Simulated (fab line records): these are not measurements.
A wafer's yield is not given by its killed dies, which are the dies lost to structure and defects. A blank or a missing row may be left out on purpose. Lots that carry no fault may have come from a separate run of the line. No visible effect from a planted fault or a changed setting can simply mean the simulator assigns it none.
Matching of chambers || flow sky130 || cmp-02 running SKY_LI_CONTACT_CMP_02: 4 sister chambers
The step polishes PSG. 4 wafers are shown with their chamber, then 7 later ones without.

== WAFERS, EACH WITH ITS CHAMBER ==
{"wafer": "L696.2", "chamber": 1, "motor_current_A (A)": 10.7}
{"wafer": "L704.6", "chamber": 3, "motor_current_A (A)": 13.2}
{"wafer": "L705.1", "chamber": 0, "motor_current_A (A)": 9.3}
{"wafer": "L705.4", "chamber": 2, "motor_current_A (A)": 10.8}

== WAFERS MISSING THEIR CHAMBER ==
{"wafer": "L705.6", "motor_current_A (A)": 9.3}
{"wafer": "L708.1", "motor_current_A (A)": 10.4}
{"wafer": "L708.2", "motor_current_A (A)": 10.6}
{"wafer": "L708.5", "motor_current_A (A)": 10.2}
{"wafer": "L710.2", "motor_current_A (A)": 11.1}
{"wafer": "L710.3", "motor_current_A (A)": 9.3}
{"wafer": "L710.4", "motor_current_A (A)": 12.4}

== CHAMBER TAKEN BY EACH ==
{"wafer": "L705.6", "from the rows above": 0, "in truth": 0}
{"wafer": "L708.1", "from the rows above": "can't be placed: 1 or 2", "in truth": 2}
{"wafer": "L708.2", "from the rows above": "can't be placed: 1 or 2", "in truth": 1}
{"wafer": "L708.5", "from the rows above": "can't be placed: 1 or 2 or 0", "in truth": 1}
{"wafer": "L710.2", "from the rows above": "can't be placed: 2 or 1", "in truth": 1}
{"wafer": "L710.3", "from the rows above": 0, "in truth": 0}
{"wafer": "L710.4", "from the rows above": 3, "in truth": 3}
Placed correctly: 3 of 7. Cannot be placed on the basis of these rows: 4; the candidates contain the true chamber in 4. 0 placed wrongly.
How it was worked out, from the rows above alone: a wafer's distance from a chamber is the root of the sum, over the readings, of the square of ((its reading less the chamber's mean) divided by the reading's scatter). The wafer belongs to the nearest chamber; if the next one is less than 2 further off, it can't be placed. A chamber's mean is the mean of its shown wafers. The scatter: with one shown wafer a chamber, the root of the mean of the squares of how far each hidden wafer lies from its nearest shown one.
